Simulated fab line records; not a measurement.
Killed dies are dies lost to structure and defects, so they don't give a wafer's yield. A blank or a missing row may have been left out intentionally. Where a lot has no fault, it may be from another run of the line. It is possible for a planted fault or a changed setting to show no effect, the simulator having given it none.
fab line records + flow sky130
record:
- lots: 13
- wafers: 39
- last_day: 50
route steps=708 shown VIA1@470 METAL2@484 METAL3@536
lots that met no fault: taken from a fault-free run of the same line
start_h: hours from the record's opening day to when the first of the lot's shown wafers began + wait_h: how many hours have passed since the lot's step before this one + " repeats the value in the row above + L1.1+2: a single row standing in for several wafers + - no value, or no start was given + * or withheld: withheld + < > ~ a bound
route shown NAME@n: a module of which the file shows steps, and the number in the route of the first + usual: mean/standard deviation taken from wafers without a fault + same: alike in all rows + chamber/n: place in a boat + sites: readings site by site + _std_site: their standard deviation + _edge_site: inner sites' mean taken away from outer sites' mean + radius_mm: how far each site lies from the wafer's centre + mask NAME#n: copy n + behind: the most recent tool/chamber to have shaped the wafer + hold: why the lot was held/for how many hours/how that ended + device: the transistor (n, p or np) that didn't switch + end of line: the same wafers' tests at the end of the route + a step with no rows: only its recipe + killed: dies that structure and defects cost at the first sort, which is not the same as the wafer's yield + map: a wafer's dies, marking killed ones x, the rest . and places with no die _
set.NAME: the setting the step ran with; set.NAME@STEP: the setting that earlier step ran with + model.NAME: the simulator's own value behind a step, which no gauge read
one table for each step of the route and one row for each wafer, over a sample of lots
services: a tool's chamber out of use, with start hour (start_h, from the record's first day; less than 0 if before it), hours out, and reason
== steps ==
step: SKY_VIA1_CD_MEAS_12
recipe:
- target_cd_nm: 150
usual:
- cd_nm: 150.4/1.7
| lot.wafer | tool      | chamber | start_h | wait_h | cd_nm |
|-----------|-----------|---------|---------|--------|-------|
| L242.2    | cd_sem-01 | -       | 791.92  | -      | 150.9 |
| L242.4    | "         | -       | "       | "      | 149.6 |
| L242.5    | "         | -       | "       | "      | 150.6 |
| L243.2    | cd_sem-02 | -       | 808.42  | -      | 150.8 |
| L243.4    | "         | -       | "       | "      | 152.3 |
| L243.6    | "         | -       | "       | "      | 151.3 |
| L245.2    | cd_sem-01 | -       | 828.00  | -      | 148.3 |
| L245.5    | "         | -       | "       | "      | 149.7 |
| L245.6    | "         | -       | "       | "      | 149.4 |
| L246.1    | cd_sem-01 | -       | 832.55  | -      | 152.2 |
| L246.5    | "         | -       | "       | "      | 155.0 |
| L246.6    | "         | -       | "       | "      | 153.7 |
| L248.1    | cd_sem-02 | -       | 846.18  | -      | 152.0 |
| L248.4    | "         | -       | "       | "      | 153.4 |
| L248.5    | "         | -       | "       | "      | 151.6 |
| L250.3    | cd_sem-02 | -       | 858.45  | -      | 147.8 |
| L250.4    | "         | -       | "       | "      | 147.8 |
| L250.5    | "         | -       | "       | "      | 148.1 |
| L251.1    | cd_sem-02 | -       | 869.91  | -      | 147.2 |
| L251.5    | "         | -       | "       | "      | 147.6 |
| L251.6    | "         | -       | "       | "      | 148.3 |
| L252.3    | cd_sem-02 | -       | 879.67  | -      | 149.5 |
| L252.4    | "         | -       | "       | "      | 147.4 |
| L252.5    | "         | -       | "       | "      | 147.8 |
| L253.2    | cd_sem-01 | -       | 880.42  | -      | 149.7 |
| L253.3    | "         | -       | "       | "      | 150.4 |
| L253.5    | "         | -       | "       | "      | 150.4 |
| L255.2    | cd_sem-02 | -       | 897.30  | -      | 152.1 |
| L255.4    | "         | -       | "       | "      | 151.0 |
| L255.5    | "         | -       | "       | "      | 151.5 |
| L256.3    | cd_sem-02 | -       | 906.54  | -      | 149.0 |
| L256.4    | "         | -       | "       | "      | 151.8 |
| L256.5    | "         | -       | "       | "      | 152.1 |
| L264.1    | cd_sem-02 | -       | 963.26  | -      | 150.8 |
| L264.4    | "         | -       | "       | "      | 151.7 |
| L264.6    | "         | -       | "       | "      | 151.1 |
| L265.1    | cd_sem-02 | -       | 974.91  | -      | 149.7 |
| L265.4    | "         | -       | "       | "      | 150.4 |
| L265.6    | "         | -       | "       | "      | 152.5 |
step: SKY_VIA1_OVL_MEAS_13
usual:
- VIA1_OVL: 2/4.9
| lot.wafer | tool       | chamber | start_h | wait_h | VIA1_OVL[nm] |
|-----------|------------|---------|---------|--------|--------------|
| L242.2    | overlay-01 | -       | 792.03  | 0.1    | 6            |
| L242.4    | "          | -       | "       | "      | 2            |
| L242.5    | "          | -       | "       | "      | 7            |
| L243.2    | overlay-01 | -       | 808.53  | 0.1    | 7            |
| L243.4    | "          | -       | "       | "      | -1           |
| L243.6    | "          | -       | "       | "      | -4           |
| L245.2    | overlay-02 | -       | 828.11  | 0.1    | -7           |
| L245.5    | "          | -       | "       | "      | -1           |
| L245.6    | "          | -       | "       | "      | -4           |
| L246.1    | overlay-01 | -       | 832.67  | 0.1    | 11           |
| L246.5    | "          | -       | "       | "      | 5            |
| L246.6    | "          | -       | "       | "      | 7            |
| L248.1    | overlay-02 | -       | 846.30  | 0.1    | 11           |
| L248.4    | "          | -       | "       | "      | 11           |
| L248.5    | "          | -       | "       | "      | 7            |
| L250.3    | overlay-01 | -       | 858.54  | 0.1    | 2            |
| L250.4    | "          | -       | "       | "      | 6            |
| L250.5    | "          | -       | "       | "      | 5            |
| L251.1    | overlay-01 | -       | 870.03  | 0.1    | -2           |
| L251.5    | "          | -       | "       | "      | -1           |
| L251.6    | "          | -       | "       | "      | -1           |
| L252.3    | overlay-02 | -       | 879.76  | 0.1    | -1           |
| L252.4    | "          | -       | "       | "      | 10           |
| L252.5    | "          | -       | "       | "      | 6            |
| L253.2    | overlay-01 | -       | 880.53  | 0.1    | -9           |
| L253.3    | "          | -       | "       | "      | -4           |
| L253.5    | "          | -       | "       | "      | -2           |
| L255.2    | overlay-01 | -       | 897.41  | 0.1    | 6            |
| L255.4    | "          | -       | "       | "      | 11           |
| L255.5    | "          | -       | "       | "      | 4            |
| L256.3    | overlay-02 | -       | 906.64  | 0.1    | 3            |
| L256.4    | "          | -       | "       | "      | -6           |
| L256.5    | "          | -       | "       | "      | -4           |
| L264.1    | overlay-02 | -       | 963.38  | 0.1    | -2           |
| L264.4    | "          | -       | "       | "      | -2           |
| L264.6    | "          | -       | "       | "      | 5            |
| L265.1    | overlay-02 | -       | 975.03  | 0.1    | 6            |
| L265.4    | "          | -       | "       | "      | 10           |
| L265.6    | "          | -       | "       | "      | 5            |
step: SKY_METAL2_SPUTTER_01
recipe:
- material: TiN
- target_thk_nm: 20
- power_w: 6500
- time_s: 16.7
- chamber_pressure_pa: 0.4
usual:
- cathode_dc_power_W: 6500.2/1.2
- throttle_valve_pct: 30.2/0.53
| lot.wafer | tool           | chamber | start_h | wait_h | cathode_dc_power_W | throttle_valve_pct |
|-----------|----------------|---------|---------|--------|--------------------|--------------------|
| L242.2    | pvd_sputter-04 | -       | 793.43  | 0.0    | 6500.7             | 30.1               |
| L242.4    | "              | -       | "       | "      | 6498.7             | 29.5               |
| L242.5    | "              | -       | "       | "      | 6498.8             | 29.9               |
| L243.2    | pvd_sputter-04 | -       | 809.90  | 0.0    | 6501.6             | 30.0               |
| L243.4    | "              | -       | "       | "      | 6500.5             | 30.0               |
| L243.6    | "              | -       | "       | "      | 6499.6             | 30.8               |
| L245.2    | pvd_sputter-04 | -       | 829.47  | 0.0    | 6497.8             | 29.8               |
| L245.5    | "              | -       | "       | "      | 6500.6             | 30.1               |
| L245.6    | "              | -       | "       | "      | 6501.5             | 29.4               |
| L246.1    | pvd_sputter-04 | -       | 834.05  | 0.0    | 6500.2             | 30.2               |
| L246.5    | "              | -       | "       | "      | 6500.8             | 30.8               |
| L246.6    | "              | -       | "       | "      | 6497.7             | 30.1               |
| L248.1    | pvd_sputter-03 | -       | 848.02  | 0.0    | 6499.2             | 29.6               |
| L248.4    | "              | -       | "       | "      | 6500.9             | 30.1               |
| L248.5    | "              | -       | "       | "      | 6498.5             | 30.1               |
| L250.3    | pvd_sputter-03 | -       | 859.90  | 0.0    | 6498.7             | 30.0               |
| L250.4    | "              | -       | "       | "      | 6502.3             | 29.0               |
| L250.5    | "              | -       | "       | "      | 6499.7             | 30.4               |
| L251.1    | pvd_sputter-04 | -       | 871.67  | 0.0    | 6500.9             | 30.7               |
| L251.5    | "              | -       | "       | "      | 6499.8             | 30.5               |
| L251.6    | "              | -       | "       | "      | 6501.1             | 30.2               |
| L252.3    | pvd_sputter-04 | -       | 881.22  | 0.0    | 6497.6             | 30.8               |
| L252.4    | "              | -       | "       | "      | 6498.9             | 30.0               |
| L252.5    | "              | -       | "       | "      | 6501.7             | 30.0               |
| L253.2    | pvd_sputter-03 | -       | 882.34  | 0.0    | 6498.6             | 29.2               |
| L253.3    | "              | -       | "       | "      | 6499.2             | 30.1               |
| L253.5    | "              | -       | "       | "      | 6501.2             | 29.8               |
| L255.2    | pvd_sputter-02 | -       | 898.77  | 0.0    | 6500.0             | 30.6               |
| L255.4    | "              | -       | "       | "      | 6500.5             | 30.6               |
| L255.5    | "              | -       | "       | "      | 6501.2             | 30.3               |
| L256.3    | pvd_sputter-04 | -       | 908.03  | 0.0    | 6499.7             | 30.7               |
| L256.4    | "              | -       | "       | "      | 6500.1             | 29.5               |
| L256.5    | "              | -       | "       | "      | 6498.3             | 29.5               |
| L264.1    | pvd_sputter-04 | -       | 964.75  | 0.0    | 6498.5             | 29.5               |
| L264.4    | "              | -       | "       | "      | 6502.0             | 29.8               |
| L264.6    | "              | -       | "       | "      | 6499.8             | 30.2               |
| L265.1    | pvd_sputter-03 | -       | 976.56  | 0.0    | 6500.4             | 30.1               |
| L265.4    | "              | -       | "       | "      | 6500.8             | 30.9               |
| L265.6    | "              | -       | "       | "      | 6499.8             | 30.2               |
step: SKY_METAL3_SPUTTER_04
recipe:
- material: TiN
- target_thk_nm: 70
- power_w: 6500
- time_s: 58.3
- chamber_pressure_pa: 0.4
usual:
- cathode_dc_power_W: 6500.0/1.3
- throttle_valve_pct: 30.2/0.68
| lot.wafer | tool           | chamber | start_h | wait_h | cathode_dc_power_W | throttle_valve_pct |
|-----------|----------------|---------|---------|--------|--------------------|--------------------|
| L242.2    | pvd_sputter-02 | -       | 848.76  | 0.0    | 6500.5             | 30.4               |
| L242.4    | "              | -       | "       | "      | 6500.7             | 30.2               |
| L242.5    | "              | -       | "       | "      | 6503.1             | 31.0               |
| L243.2    | pvd_sputter-04 | -       | 867.08  | 0.0    | 6499.9             | 29.4               |
| L243.4    | "              | -       | "       | "      | 6500.0             | 30.6               |
| L243.6    | "              | -       | "       | "      | 6500.8             | 30.3               |
| L245.2    | pvd_sputter-01 | -       | 884.38  | 0.0    | 6499.5             | 31.2               |
| L245.5    | "              | -       | "       | "      | 6499.1             | 30.0               |
| L245.6    | "              | -       | "       | "      | 6496.3             | 31.3               |
| L246.1    | pvd_sputter-02 | -       | 890.51  | 0.0    | 6499.9             | 31.3               |
| L246.5    | "              | -       | "       | "      | 6499.2             | 30.4               |
| L246.6    | "              | -       | "       | "      | 6501.8             | 31.3               |
| L248.1    | pvd_sputter-02 | -       | 903.09  | 0.0    | 6501.2             | 31.3               |
| L248.4    | "              | -       | "       | "      | 6499.5             | 30.3               |
| L248.5    | "              | -       | "       | "      | 6501.5             | 30.5               |
| L250.3    | pvd_sputter-04 | -       | 914.27  | 0.0    | 6500.2             | 30.3               |
| L250.4    | "              | -       | "       | "      | 6499.1             | 29.2               |
| L250.5    | "              | -       | "       | "      | 6502.8             | 29.4               |
| L251.1    | pvd_sputter-04 | -       | 925.74  | 0.0    | 6502.7             | 30.0               |
| L251.5    | "              | -       | "       | "      | 6498.2             | 30.0               |
| L251.6    | "              | -       | "       | "      | 6499.3             | 30.9               |
| L252.3    | pvd_sputter-02 | -       | 934.89  | 0.0    | 6502.4             | 31.4               |
| L252.4    | "              | -       | "       | "      | 6501.1             | 30.2               |
| L252.5    | "              | -       | "       | "      | 6499.9             | 30.6               |
| L253.2    | pvd_sputter-04 | -       | 935.89  | 0.0    | 6498.8             | 30.1               |
| L253.3    | "              | -       | "       | "      | 6497.7             | 30.8               |
| L253.5    | "              | -       | "       | "      | 6496.3             | 30.0               |
| L255.2    | pvd_sputter-02 | -       | 951.70  | 0.0    | 5262.9             | 30.3               |
| L255.4    | "              | -       | "       | "      | 5262.1             | 31.2               |
| L255.5    | "              | -       | "       | "      | 5262.1             | 31.2               |
| L256.3    | pvd_sputter-02 | -       | 960.36  | 0.0    | 5260.3             | 30.2               |
| L256.4    | "              | -       | "       | "      | 5261.4             | 30.6               |
| L256.5    | "              | -       | "       | "      | 5262.9             | 30.4               |
| L264.1    | pvd_sputter-04 | -       | 1015.88 | 0.0    | 6498.6             | 30.5               |
| L264.4    | "              | -       | "       | "      | 6501.1             | 29.9               |
| L264.6    | "              | -       | "       | "      | 6500.1             | 29.7               |
| L265.1    | pvd_sputter-02 | -       | 1027.14 | 0.0    | 6499.6             | 30.0               |
| L265.4    | "              | -       | "       | "      | 6501.5             | 30.4               |
| L265.6    | "              | -       | "       | "      | 6501.5             | 30.4               |
== services ==
| tool           | chamber | start_h | hours | kind   |
|----------------|---------|---------|-------|--------|
| pvd_sputter-04 | -       | 812.25  | 5.8   | repair |
| pvd_sputter-03 | -       | 814.58  | 1.2   | repair |
| pvd_sputter-04 | -       | 859.06  | 4.7   | repair |
| pvd_sputter-01 | -       | 867.88  | 12.1  | repair |
| pvd_sputter-01 | -       | 936.49  | 51.4  | repair |
| pvd_sputter-01 | -       | 953.44  | 6.6   | repair |
== key ==
first_sign:
- step: SKY_METAL3_SPUTTER_04
- reading: cathode_dc_power_W
- direction: down
- sigmas: 99+
- usual: 6500.0
- struck: 5261.9
effect none on later readings
met_at SKY_METAL3_SPUTTER_04
struck_lots L255,L256
not_acting_at SKY_VIA1_CD_MEAS_12,SKY_VIA1_OVL_MEAS_13,SKY_METAL2_SPUTTER_01
onset_between 934.89 951.70
fault:
- kind: process_parameter_drift
- tool: pvd_sputter-02
- chamber: -
- onset_h: 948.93
- steps: SKY_METAL3_SPUTTER_04
- channel: power_w
- offset: *
- shape: step
- end_h: 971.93
- acts_in: *
- stated: *
